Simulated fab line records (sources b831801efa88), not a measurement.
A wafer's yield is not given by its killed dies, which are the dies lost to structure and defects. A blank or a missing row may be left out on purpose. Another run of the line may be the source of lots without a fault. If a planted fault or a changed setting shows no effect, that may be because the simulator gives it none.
Struck lot and sound lot, side by side    flow sky130    15 out of 708 route steps
Sound: the wafers L115.3, L115.4, L115.5. Struck: wafer L123.2 (left out: L123.5, L123.6 of the same lot, which were not struck); the cause appears at the end.
Order at every step that has rows: each side's tool, ch and its chambers, its first start. Under that, the readings that differ: sound wafers    struck wafers    difference of the means    sigmas: that difference in standard deviations of wafers without a fault.
alike: readings whose means differ by less than 2 such deviations, and words and numbers that are the same on both sides. not compared: withheld readings, readings that some wafer has no value for, bounds like >300 that may hide the same value, and numbers for which the record gives no deviation and whose values overlap.
The two part at a step that has a row with sigmas, a row that says differs or no value, or rows on one side only. Non-overlapping numbers with no deviation appear without sigmas and do not part them. A reading that every wafer of one side lacks parts them only if that side has two wafers or more.

first, 3 steps without rows for these wafers: SKY_RES_PROTECT_PEB_05; SKY_RES_PROTECT_DEVELOP_06 (develop time 60 s); SKY_POLY_GATE_IMPLANT_02.
SKY_RES_PROTECT_STRIP_07: strips in O2/N2.
  sound on plasma-asher-04 ch 0,1, day 17 15:04; struck on plasma-asher-01 ch 0, day 20 03:03
reading                       sound              struck  difference                    sigmas
drypump-motor-current-A (A)   5.6 6.0 6.0        4.9     -1.0                          -2
rf-hours-counter-h (h)        - - -              34      no value on the sound wafers  
strip-time-to-endpoint-s (s)  23.31 23.31 23.32  23.21   -0.10                         -2
  alike: oes-product-au
SKY_RES_PROTECT_TW_MEAS_08:
  sound on film-metro-04, day 17 15:08; struck on film-metro-02, day 20 03:10
  alike: POLY_GATE_TW
then, 2 steps without rows for these wafers: SKY_RES_PROTECT_CLEAN_09 (cleans in SC1/SC2, time 150 s); SKY_POLY_GATE_CVD_03 (deposits Si3N4 from DCS/NH3, target thk 75 nm, time 1290 s).
SKY_POLY_GATE_THK_MEAS_04:
  sound on film-metro-01, day 17 17:34; struck on film-metro-01, day 20 05:26
reading                    sound           struck  difference  sigmas
POLY_GATE_CVD_03_THK (nm)  75.0 75.9 76.0  74.2    -1.4        -3
then, 4 steps without rows for these wafers: SKY_POLY_GATE_DEHYDRATE_05 (time 60 s); SKY_POLY_GATE_HMDS_06 (prime time 60 s); SKY_POLY_GATE_COAT_07 (resist thk 110 nm); SKY_POLY_GATE_COAT_08 (resist thk 450 nm).
SKY_POLY_GATE_SOFTBAKE_09: time 90 s.
  sound on litho-track-02 ch 0, day 18 08:00; struck on litho-track-02 ch 0, day 20 20:00
reading           sound                 struck  difference  sigmas
run-length-s (s)  119.04 119.24 119.32  122.85  +3.65       +17
then, 1 step without rows for these wafers: SKY_POLY_GATE_EXPOSE_10 (exposes mask P1M, target cd 150 nm).
-- the record jumps here: 28 days lie between the struck wafers' starts before and after (it left off in module POLY_GATE and takes up again in module PAD_OPEN, whose first step shown is number 708 of the route) --
SKY_PAD_OPEN_PROBE_99:
  sound on prober-02, day 47 18:29; struck on prober-02, day 49 07:17
reading             sound      struck  difference  sigmas
killed-at-contacts  32 23 24   16      -10         -2
killed-dies         115 89 88  71      -26         -3
killed-short        51 35 35   26      -14         -2
  alike: killed_at_M0_to_M3, killed_at_M4_up, killed-at-front-end, killed-at-other, killed-open

WHERE THEY PART
Earliest at SKY_RES_PROTECT_STRIP_07; latest, in this record, at SKY_PAD_OPEN_PROBE_99.

WHY: what the simulator had put in
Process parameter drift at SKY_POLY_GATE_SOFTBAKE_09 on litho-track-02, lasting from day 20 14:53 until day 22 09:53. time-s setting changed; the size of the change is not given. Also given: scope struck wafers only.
